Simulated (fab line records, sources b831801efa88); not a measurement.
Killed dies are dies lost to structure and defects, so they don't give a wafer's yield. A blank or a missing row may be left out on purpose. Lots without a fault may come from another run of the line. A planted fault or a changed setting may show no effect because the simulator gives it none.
Which tool did it? | flow sky130 | 14 lots, 42 wafers sampled, at 3 steps of a route of 708

WHAT THE GAUGES READ, wafer by wafer
SKY_CONTACT_RS_MEAS_25: measures by four-point-probe. Usual: CONTACT_W_RS 0.337 ohm/sq, standard deviation 0.0032.
lot  | measured     | on            | CONTACT_W_RS (ohm/sq)               | flag
L610 | day 32 11:35 | film_metro-02 | 0.336 0.332 0.339                   |
L611 | day 32 17:46 | film_metro-01 | 0.339 0.336 0.335                   |
L612 | day 33 00:13 | film_metro-01 | 0.335 0.337 0.338                   |
L613 | day 34 03:11 | film_metro-01 | 0.337 0.338 0.338                   |
L614 | day 34 06:19 | film_metro-02 | 0.340 0.340 0.338                   |
L617 | day 34 15:58 | film_metro-02 | 0.336 0.339 0.336                   |
L616 | day 34 20:59 | film_metro-02 | 0.336 0.335 0.334                   |
L619 | day 34 23:20 | film_metro-04 | 0.335 0.339 0.332                   |
L618 | day 35 00:45 | film_metro-02 | 0.338 0.339 0.336                   |
L623 | day 36 11:34 | film_metro-02 | 0.425 0.425 0.335 0.425 0.425 0.336 | OFF
L625 | day 36 22:49 | film_metro-02 | 0.421 0.332 0.428 0.422 0.333 0.428 | OFF
L627 | day 37 22:04 | film_metro-02 | 0.348 0.343 0.341                   |
L628 | day 38 01:40 | film_metro-04 | 0.343 0.334 0.341                   |
L631 | day 38 21:22 | film_metro-01 | 0.341 0.339 0.336                   |

SKY_CONTACT_THK_MEAS_26: measures by xrf. Usual: CONTACT_W_THK 343 nm, standard deviation 6.6.
lot  | measured     | on            | CONTACT_W_THK (nm)      | flag
L610 | day 32 11:43 | film_metro-02 | 347 350 343             |
L611 | day 32 17:53 | film_metro-01 | 345 352 354             |
L612 | day 33 00:19 | film_metro-01 | 353 349 349             |
L613 | day 34 03:17 | film_metro-01 | 345 345 346             |
L614 | day 34 06:24 | film_metro-02 | 340 340 341             |
L617 | day 34 16:04 | film_metro-02 | 344 343 344             |
L616 | day 34 21:05 | film_metro-02 | 345 346 346             |
L619 | day 34 23:27 | film_metro-04 | 339 336 344             |
L618 | day 35 00:51 | film_metro-02 | 341 341 346             |
L623 | day 36 21:53 | film_metro-02 | 286 286 344 286 287 345 | OFF
L625 | day 37 02:53 | film_metro-02 | 288 344 286 287 344 284 | OFF
L627 | day 37 22:11 | film_metro-02 | 328 334 336             |
L628 | day 38 01:47 | film_metro-04 | 330 336 331             |
L631 | day 38 21:29 | film_metro-01 | 349 348 351             |

WHICH TOOL RAN EACH LOT (tool, then ch and the chambers of the sampled wafers, then the start)
lot  | SKY_CONTACT_CVD_24
L610 | cvd_w-02 ch 0,1, day 32 11:29
L611 | cvd_w-01 ch 0,1, day 32 17:38
L612 | cvd_w-02 ch 0,1, day 33 00:05
L613 | cvd_w-01 ch 0,1, day 34 03:03
L614 | cvd_w-01 ch 0,1, day 34 06:11
L617 | cvd_w-01 ch 0,1, day 34 15:50
L616 | cvd_w-02 ch 0,1, day 34 20:51
L619 | cvd_w-01 ch 0, day 34 23:13
L618 | cvd_w-01 ch 0,1, day 35 00:38
L623 | cvd_w-02 ch 0,1, day 36 11:27
L625 | cvd_w-02 ch 0,1, day 36 22:42
L627 | cvd_w-01 ch 0,1, day 37 21:57
L628 | cvd_w-01 ch 1, day 38 01:34
L631 | cvd_w-01 ch 0,1, day 38 21:16
- SKY_CONTACT_CVD_24: deposits W, target thk 340 nm, time 102.12 s.

WHAT THE TOOLS THEMSELVES READ (means of the sampled wafers that have a number; where no wafer has one, the mark that the record gives instead)
SKY_CONTACT_CVD_24. Usual: heater_power_w 788 W, standard deviation 56.
lot  | tool     | heater_power_w (W) | flag
L610 | cvd_w-02 | 767                |
L611 | cvd_w-01 | 762                |
L612 | cvd_w-02 | 810                |
L613 | cvd_w-01 | 766                |
L614 | cvd_w-01 | 807                |
L617 | cvd_w-01 | 770                |
L616 | cvd_w-02 | 810                |
L619 | cvd_w-01 | 729                |
L618 | cvd_w-01 | 773                |
L623 | cvd_w-02 | 769                |
L625 | cvd_w-02 | 766                |
L627 | cvd_w-01 | 819                |
L628 | cvd_w-01 | 846                |
L631 | cvd_w-01 | 807                |

THE ANSWER, worked out from the rows above alone
Rule: a lot is off if the mean of its wafers that have a number lies more than 3 standard deviations from the usual mean. A lot without any number at a reading at which 4 lots or more have one is off too. The other lots that the step has rows for count as sound. The gauges are gone through in route order, then the tools' own readings, and for those a lot's mean is taken as printed above. The first step at which some lot is off is used, and at that step the reading that is off furthest; a lot without a number counts as furthest.
Off: L623, L625, at SKY_CONTACT_RS_MEAS_25 (CONTACT_W_RS).
A tool fits if, at a process step before that reading, it ran every lot that is off, and no sound lot after the first of them. The gauges at SKY_CONTACT_RS_MEAS_25 are tried like those tools. One fits: cvd_w-02 at SKY_CONTACT_CVD_24. Its last sound lot is L616 (day 34 20:51), its first lot that is off L623 (day 36 11:27): a fault that began between those two fits.

WHAT THE SIMULATOR HAD PUT IN
Site profile drift: cvd_w-02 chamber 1, from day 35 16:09 on, at SKY_CONTACT_CVD_24. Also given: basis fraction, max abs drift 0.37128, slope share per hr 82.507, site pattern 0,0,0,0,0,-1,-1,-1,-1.
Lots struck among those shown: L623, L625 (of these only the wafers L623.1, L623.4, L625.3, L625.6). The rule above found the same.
